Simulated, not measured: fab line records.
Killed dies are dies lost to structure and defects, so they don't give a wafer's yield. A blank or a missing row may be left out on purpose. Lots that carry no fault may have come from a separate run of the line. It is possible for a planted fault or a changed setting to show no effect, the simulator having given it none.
fab line records	flow sky130
record lots=6	wafers=18	lastDay=50
route steps=708 shown SD_N@350 SD_P@359 RES_XHIGH@360 SALICIDE@361 LI_CONTACT@362 PAD_OPEN@708
lots untouched by any fault: they come from a run of this same line in which no faults occurred
startH: hours from the record's first day to the start of the lot's first wafer shown	waitH: hours elapsed since this lot's preceding step	" unchanged from the row above	L1.1+2: a single row standing in for several wafers	- either no value or no given start	* or withheld: withheld	< > ~ a bound
route shown NAME@n: names a module that has steps shown in the file, with the first one's number in the route	usual: average and standard deviation across the fault-free wafers	same: alike in all rows	chamber/n: place in a boat	sites: each site's reading	_std_site: the standard deviation of these	_edge_site: mean of outer sites minus mean of inner sites	radiusMm: for every site, how far away it sits from the centre of the wafer	mask NAME#n: copy n	behind: the tool/chamber that last shaped the wafer	hold: reason for holding the lot/hours on hold/outcome of the hold	device: whichever transistor did not switch (one of n, p or np)	end of line: tests of these same wafers at the route's end	a step given without rows: its recipe and nothing more	killed: not the wafer's yield, but the dies lost to structure and defects at the first sort	map: shows each die of a wafer: x if killed, . if not, _ if none is there
set.NAME: the setting as run; set.NAME@STEP: as run at that earlier step	model.NAME: the simulator's own value behind a step, which no gauge read
certain route steps with their lots: each step a table, each wafer a row
services: a tool's chamber out of use, with start hour (startH, from the record's first day; less than 0 if before it), hours out, and reason
## steps
# step SKY_SD_N_OVL_MEAS_08
# usual SD_N_OVL=0.2/1.7
lot.wafer	tool	chamber	startH	waitH	SD_N_OVL[nm]
L716.1	overlay-02	-	716.32	0.1	0.8
L716.3	"	-	"	"	3.2
L716.4	"	-	"	"	2.8
L719.2	overlay-02	-	744.02	0.1	-0.2
L719.3	"	-	"	"	-1.2
L719.6	"	-	"	"	-1.8
L722.1	overlay-02	-	768.97	0.1	1.9
L722.3	"	-	"	"	1.5
L722.5	"	-	"	"	1.2
L723.1	overlay-02	-	771.16	0.1	0.3
L723.2	"	-	"	"	0.9
L723.5	"	-	"	"	1.3
L724.1	overlay-01	-	779.81	0.1	-1.4
L724.2	"	-	"	"	1.3
L724.3	"	-	"	"	-0.5
L728.2	overlay-02	-	814.27	0.1	1.1
L728.4	"	-	"	"	-0.4
L728.6	"	-	"	"	1.7
# step SKY_SD_N_IMPLANT_09
# recipe species=As	energyKev=50	doseCm2=4e+15	tiltDeg=0
# step SKY_SD_N_IMPLANT_10
# recipe species=P	energyKev=20	doseCm2=1e+14	tiltDeg=0
# step SKY_SD_N_STRIP_11
# recipe chemistry=O2/N2	powerW=1400	pressureMtorr=1500	platenTempC=withheld	o2FlowSccm=3000	n2FlowSccm=300	overashFraction=0.5
# usual drypumpMotorCurrentA=5.8/0.57	oesProductAu=0.528/0.0049	stripTimeToEndpointS=22.56/0.042
# same overashFraction=0.5
lot.wafer	tool	chamber	startH	waitH	drypumpMotorCurrentA	oesProductAu	rfHoursCounterH	stripTimeToEndpointS
L716.1	plasmaAsher-04	0	716.65	0.1	5.3	0.535	102	22.55
L716.3	"	0	"	"	5.3	0.523	-	22.53
L716.4	"	1	"	"	5.4	0.530	-	22.54
L719.2	plasmaAsher-04	1	744.35	0.1	5.4	0.528	0	22.62
L719.3	"	1	"	"	5.5	0.531	-	22.60
L719.6	"	1	"	"	5.5	0.527	-	22.62
L722.1	plasmaAsher-04	1	769.30	0.1	5.5	0.532	3	22.56
L722.3	"	1	"	"	5.5	0.528	-	22.61
L722.5	"	0	"	"	5.3	0.528	-	22.60
L723.1	plasmaAsher-03	0	771.50	0.1	6.0	0.525	35	22.66
L723.2	"	1	"	"	6.7	0.520	35	22.64
L723.5	"	1	"	"	6.6	0.532	-	22.59
L724.1	plasmaAsher-04	1	780.15	0.1	5.5	0.537	4	22.62
L724.2	"	0	"	"	5.3	0.517	4	22.61
L724.3	"	1	"	"	5.5	0.526	-	22.59
L728.2	plasmaAsher-03	0	814.60	0.1	6.0	0.522	39	22.52
L728.4	"	1	"	"	6.7	0.535	-	22.56
L728.6	"	1	"	"	6.7	0.523	-	22.53
# step SKY_SD_N_TW_MEAS_12
# usual SD_N_TW=3995/37
lot.wafer	tool	chamber	startH	waitH	SD_N_TW
L716.1	filmMetro-03	-	716.75	0.1	4033
L716.3	"	-	"	"	4005
L716.4	"	-	"	"	4019
L719.2	filmMetro-03	-	744.46	0.1	4004
L719.3	"	-	"	"	3994
L719.6	"	-	"	"	4014
L722.1	filmMetro-03	-	769.40	0.1	4046
L722.3	"	-	"	"	4031
L722.5	"	-	"	"	4056
L723.1	filmMetro-03	-	771.60	0.1	4008
L723.2	"	-	"	"	4021
L723.5	"	-	"	"	4018
L724.1	filmMetro-03	-	780.25	0.1	4021
L724.2	"	-	"	"	4043
L724.3	"	-	"	"	4032
L728.2	filmMetro-04	-	814.71	0.1	4001
L728.4	"	-	"	"	4019
L728.6	"	-	"	"	4020
# step SKY_SD_N_CLEAN_13
# recipe chemistry=SC1/SC2	mix=1:4:20	tempC=70	timeS=150	dry=n2Spin
# step SKY_SD_N_RTA_14
# recipe tempC=1075	timeS=2	idleTempC=650	rampUpCPerS=150	rampDownCPerS=90	ambient=N2
# usual lampPowerPct=15.74/0.052	wafer_temp_C_max=1078.0/1.4
lot.wafer	tool	chamber	startH	waitH	lampPowerPct	wafer_temp_C_max
L716.1	rtpAnneal-01	0	716.86	0.0	15.73	1080.0
L716.3	"	0	"	"	15.67	1079.1
L716.4	"	0	"	"	15.76	1074.5
L719.2	rtpAnneal-02	0	744.58	0.0	15.75	1077.3
L719.3	"	0	"	"	15.82	1076.6
L719.6	"	0	"	"	15.72	1078.9
L722.1	rtpAnneal-01	0	769.52	0.0	15.71	1077.7
L722.3	"	0	"	"	15.70	1079.8
L722.5	"	0	"	"	15.76	1075.8
L723.1	rtpAnneal-02	0	771.71	0.0	15.67	1077.1
L723.2	"	0	"	"	15.76	1077.5
L723.5	"	0	"	"	15.71	1077.4
L724.1	rtpAnneal-01	0	780.36	0.0	15.80	1079.4
L724.2	"	0	"	"	15.73	1075.8
L724.3	"	0	"	"	15.78	1080.3
L728.2	rtpAnneal-01	0	814.87	0.0	15.80	1080.1
L728.4	"	0	"	"	15.66	1078.4
L728.6	"	0	"	"	15.73	1079.5
# step SKY_SD_N_RS_MEAS_16
# recipe thkMeasGauge=four-point-probe
# usual SD_N_RS=68.55/0.1
lot.wafer	tool	chamber	startH	waitH	SD_N_RS[ohm/sq]
L716.1	filmMetro-04	-	717.04	0.1	68.73
L716.3	"	-	"	"	68.53
L716.4	"	-	"	"	68.57
L719.2	filmMetro-02	-	744.76	0.1	68.62
L719.3	"	-	"	"	68.55
L719.6	"	-	"	"	68.62
L722.1	filmMetro-02	-	769.69	0.1	68.50
L722.3	"	-	"	"	68.72
L722.5	"	-	"	"	68.57
L723.1	filmMetro-02	-	771.88	0.1	68.43
L723.2	"	-	"	"	68.46
L723.5	"	-	"	"	68.43
L724.1	filmMetro-02	-	780.53	0.1	68.69
L724.2	"	-	"	"	68.49
L724.3	"	-	"	"	68.48
L728.2	filmMetro-04	-	815.06	0.1	68.40
L728.4	"	-	"	"	68.43
L728.6	"	-	"	"	68.42
# step SKY_SD_N_RS_MEAS_17
# recipe thkMeasGauge=four-point-probe
# usual SD_P_RS=147.1/0.34
lot.wafer	tool	chamber	startH	waitH	SD_P_RS[ohm/sq]
L716.1	filmMetro-04	-	717.16	0.1	147.4
L716.3	"	-	"	"	146.8
L716.4	"	-	"	"	147.5
L719.2	filmMetro-02	-	744.88	0.1	147.4
L719.3	"	-	"	"	147.0
L719.6	"	-	"	"	147.1
L722.1	filmMetro-02	-	769.81	0.1	147.2
L722.3	"	-	"	"	147.4
L722.5	"	-	"	"	147.4
L723.1	filmMetro-02	-	772.00	0.1	146.8
L723.2	"	-	"	"	146.9
L723.5	"	-	"	"	147.4
L724.1	filmMetro-02	-	780.65	0.1	146.8
L724.2	"	-	"	"	147.2
L724.3	"	-	"	"	146.9
L728.2	filmMetro-04	-	815.18	0.1	146.5
L728.4	"	-	"	"	147.0
L728.6	"	-	"	"	147.0
# step SKY_SD_N_RS_MEAS_18
# recipe thkMeasGauge=four-point-probe
# usual RES_XHIGH_RS=333.7/1.3
lot.wafer	tool	chamber	startH	waitH	RES_XHIGH_RS[ohm/sq]
L716.1	filmMetro-04	-	717.28	0.1	335.4
L716.3	"	-	"	"	336.2
L716.4	"	-	"	"	335.1
L719.2	filmMetro-02	-	745.00	0.1	333.3
L719.3	"	-	"	"	333.2
L719.6	"	-	"	"	333.1
L722.1	filmMetro-02	-	769.93	0.1	332.7
L722.3	"	-	"	"	333.0
L722.5	"	-	"	"	334.1
L723.1	filmMetro-02	-	772.12	0.1	333.7
L723.2	"	-	"	"	334.4
L723.5	"	-	"	"	333.1
L724.1	filmMetro-02	-	780.77	0.1	334.0
L724.2	"	-	"	"	334.8
L724.3	"	-	"	"	335.5
L728.2	filmMetro-04	-	815.30	0.1	335.7
L728.4	"	-	"	"	335.6
L728.6	"	-	"	"	334.9
# step SKY_SALICIDE_CLEAN_00
# recipe chemistry=HF-last	timeS=30	dilution=100:1	dry=ipaMarangoni
# step SKY_LI_CONTACT_HDPCVD_00
# recipe material=PSG	targetThkNm=930	sigmaOpenFrac=0.3	timeS=155	tempC=600	sih4FlowSccm=60	pressureMtorr=6
# usual runLengthS=182.8/0.45
lot.wafer	tool	chamber	startH	waitH	runLengthS	model.PSG_of_LI_CONTACT_HDPCVD_00.thkNm
L716.1	hdpcvd-02	2	717.41	0.0	183.3	920
L716.3	"	1	"	"	182.3	922.8
L716.4	"	1	"	"	182.0	919.9
L719.2	hdpcvd-01	1	745.12	0.0	182.3	923
L719.3	"	0	"	"	182.3	910.5
L719.6	"	0	"	"	182.4	911.1
L722.1	hdpcvd-02	0	770.07	0.0	182.8	922.8
L722.3	"	1	"	"	197.2	998.1
L722.5	"	1	"	"	196.1	1013
L723.1	hdpcvd-01	0	772.26	0.0	182.6	928.2
L723.2	"	1	"	"	182.4	933.8
L723.5	"	0	"	"	182.5	932
L724.1	hdpcvd-02	1	780.91	0.0	182.1	926.9
L724.2	"	2	"	"	183.2	921.1
L724.3	"	2	"	"	197.3	1013
L728.2	hdpcvd-01	1	815.41	0.0	182.8	936.7
L728.4	"	0	"	"	182.2	933.6
L728.6	"	2	"	"	182.9	940.3
# step SKY_LI_CONTACT_THK_MEAS_01
# recipe reads=PSG_of_LI_CONTACT_HDPCVD_00
# usual LI_CONTACT_HDPCVD_THK=928/7.8
lot.wafer	tool	chamber	startH	waitH	hold	LI_CONTACT_HDPCVD_THK[nm]
L716.1	filmMetro-02	-	717.52	0.1	-	920
L716.3	"	-	"	"	-	923
L716.4	"	-	"	"	-	920
L719.2	filmMetro-02	-	745.23	0.1	-	923
L719.3	"	-	"	"	-	910
L719.6	"	-	"	"	-	912
L722.1	filmMetro-03	-	770.17	0.1	awaitDispo/0.2h/release	923
L722.3	"	-	"	"	awaitDispo/0.2h/release	998
L722.5	"	-	"	"	awaitDispo/0.2h/release	1012
L722.1	filmMetro-03	-	770.40	0.2	-	923
L722.3	"	-	"	"	-	998
L722.5	"	-	"	"	-	1013
L723.1	filmMetro-02	-	772.36	0.1	-	929
L723.2	"	-	"	"	-	934
L723.5	"	-	"	"	-	932
L724.1	filmMetro-04	-	781.06	0.1	awaitDispo/0.2h/release	927
L724.2	"	-	"	"	awaitDispo/0.2h/release	921
L724.3	"	-	"	"	awaitDispo/0.2h/release	1013
L724.1	filmMetro-04	-	781.29	0.2	-	927
L724.2	"	-	"	"	-	921
L724.3	"	-	"	"	-	1013
L728.2	filmMetro-03	-	815.53	0.1	-	937
L728.4	"	-	"	"	-	934
L728.6	"	-	"	"	-	941
# step SKY_LI_CONTACT_CMP_02
# recipe material=PSG	downForcePsi=4	platenRpm=60	padVelocityMS=0.94248
# usual motorCurrentA=11.6/1.3	timeToEndpointS=32.4/2.4
lot.wafer	tool	chamber	startH	waitH	hold	motorCurrentA	timeToEndpointS
L716.1	cmp-01	0	717.58	0.1	-	9.4	31.8
L716.4	"	1	"	"	-	13.5	33.7
L716.3	"	2	"	"	-	10.8	33.5
L719.2	cmp-02	3	745.28	0.0	-	12.4	33.2
L719.3	"	1	"	"	-	11.0	28.5
L719.6	"	0	"	"	-	14.3	30.4
L723.2	cmp-01	3	772.47	0.1	-	10.9	31.0
L723.1	"	0	"	"	-	9.7	33.4
L723.5	"	2	"	"	-	11.2	32.5
L722.3	cmp-01	2	773.90	3.5	awaitDispo/3.3h/release	11.3	36.1
L722.1	"	0	"	"	awaitDispo/3.3h/release	9.7	32.6
L722.5	"	2	"	"	awaitDispo/3.3h/release	11.2	38.8
L724.2	cmp-01	2	783.88	2.6	awaitDispo/1.0h/release	10.8	29.3
L724.1	"	3	"	"	awaitDispo/1.0h/release	11.3	32.0
L724.3	"	1	"	"	awaitDispo/1.0h/release	12.9	43.0
L728.4	cmp-01	3	815.58	0.0	-	11.1	35.1
L728.2	"	1	"	"	-	13.0	35.4
L728.6	"	3	"	"	-	11.4	33.6
# step SKY_LI_CONTACT_BOW_MEAS_03
# recipe mode=bow
# usual LI_CONTACT_BOW=55/6.6
lot.wafer	tool	chamber	startH	waitH	LI_CONTACT_BOW[um]
L716.1	filmMetro-04	-	717.88	0.2	56
L716.3	"	-	"	"	52
L716.4	"	-	"	"	45
L719.2	filmMetro-04	-	745.60	0.3	52
L719.3	"	-	"	"	46
L719.6	"	-	"	"	59
L723.1	filmMetro-02	-	772.72	0.1	43
L723.2	"	-	"	"	43
L723.5	"	-	"	"	50
L722.1	filmMetro-04	-	774.19	0.1	51
L722.3	"	-	"	"	64
L722.5	"	-	"	"	63
L724.1	filmMetro-04	-	784.18	0.2	56
L724.2	"	-	"	"	62
L724.3	"	-	"	"	67
L728.2	filmMetro-04	-	815.90	0.2	50
L728.4	"	-	"	"	58
L728.6	"	-	"	"	45
# step SKY_PAD_OPEN_PROBE_99
# usual killed_at_M0_to_M3=45/7.3	killed_at_M4_up=3.1/1.7	killedAtContacts=25/5.1	killedAtFrontEnd=15/4.5	killedAtOther=0.3/0.56	killedDies=88/9.4	killedOpen=47/6.6	killedShort=40/6.9
# same grossDies=492	killedAtBackSide=0
lot.wafer	tool	chamber	startH	waitH	killed_at_M0_to_M3	killed_at_M4_up	killedAtContacts	killedAtFrontEnd	killedAtOther	killedDies	killedOpen	killedShort
L722.1	prober-02	-	1163.61	0.1	46	2	16	15	0	79	36	43
L722.3	prober-02	-	1163.71	0.2	37	4	33	17	0	91	48	43
L722.5	prober-02	-	1163.81	0.2	31	4	29	14	0	78	42	36
# killed by level:class
L722.1 VIA1:geometricParticle:open=12 POLY_GATE:geometricParticle:short=9 METAL2:geometricParticle:short=8 VIA2:geometricParticle:open=6 LI_CONTACT:geometricParticle:open=4 CONTACT:geometricParticle:open=4 VIA1:geometricParticle:short=4 VIA3:geometricParticle:short=4
L722.3 LI_CONTACT:geometricParticle:open=10 CONTACT:geometricParticle:open=9 VIA1:geometricParticle:open=8 FIELD_ISO:geometricParticle:short=6 CONTACT:geometricParticle:short=6 LOCAL_INTERCONNECT:geometricParticle:short=5 VIA2:geometricParticle:open=5 POLY_GATE:geometricParticle:open=4
L722.5 CONTACT:geometricParticle:open=9 LI_CONTACT:geometricParticle:open=8 VIA1:geometricParticle:open=6 LOCAL_INTERCONNECT:geometricParticle:short=5 METAL1:geometricParticle:short=5 CONTACT:geometricParticle:short=4 FIELD_ISO:geometricParticle:short=3 POLY_GATE:geometricParticle:open=3
## services
tool	chamber	startH	hours	kind
hdpcvd-02	1	706.70	4.2	repair
hdpcvd-02	-	709.02	1.8	repair
plasmaAsher-03	-	710.13	1.7	repair
hdpcvd-01	-	723.87	11.4	repair
plasmaAsher-04	-	725.56	2.1	repair
plasmaAsher-04	-	733.75	9.0	pm
plasmaAsher-04	0	733.75	9.0	ventCycle
plasmaAsher-04	1	733.75	9.0	ventCycle
cmp-02	-	735.89	0.9	repair
cmp-01	-	742.12	5.6	pm
plasmaAsher-04	0	742.75	-	clean
plasmaAsher-04	1	742.75	-	clean
cmp-02	-	754.13	4.0	pm
hdpcvd-01	-	755.20	2.8	pm
cmp-02	-	758.13	-	consumableReplace:conditioner
cmp-02	-	758.13	-	consumableReplace:pad
hdpcvd-01	-	760.67	5.5	pm
cmp-02	-	766.34	6.1	repair
hdpcvd-02	0	771.46	17.5	repair
cmp-02	-	775.04	4.1	repair
cmp-02	-	779.14	6.8	pm
cmp-01	-	795.19	0.7	repair
cmp-01	-	795.73	1.3	repair
## key
firstSign step=SKY_LI_CONTACT_HDPCVD_00	reading=runLengthS	direction=up	sigmas=31	usual=*	struck=*
effect step=SKY_LI_CONTACT_THK_MEAS_01	reading=visit	direction=added
effect step=SKY_LI_CONTACT_THK_MEAS_01	reading=LI_CONTACT_HDPCVD_THK	direction=up	sigmas=10	usual=928	struck=1007
effect step=SKY_LI_CONTACT_CMP_02	reading=timeToEndpointS	direction=up	sigmas=2.9	usual=*	struck=*
modelEffect step=SKY_LI_CONTACT_HDPCVD_00	value=PSG_of_LI_CONTACT_HDPCVD_00.thkNm	without=923	struck=1008
metAt SKY_LI_CONTACT_HDPCVD_00
struckWafers L722.3,L722.5,L724.3
testerLeftOut L722,L724
onsetBetween 717.41 770.07
fault kind=processParameterDrift	tool=hdpcvd-02	chamber=-	onsetH=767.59	steps=SKY_LI_CONTACT_HDPCVD_00	channel=timeS	offset=*	shape=step	endH=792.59	scope=struckWafersOnly	actsIn=*	stated=*
# testerLeftOut: of these lots the tester's yield and bins aren't shown, on N5 and GAA mostly nor the transistor test; their killed dies are dies lost to structure and defects alone, not to doping, threshold or leakage, so they don't give the yield
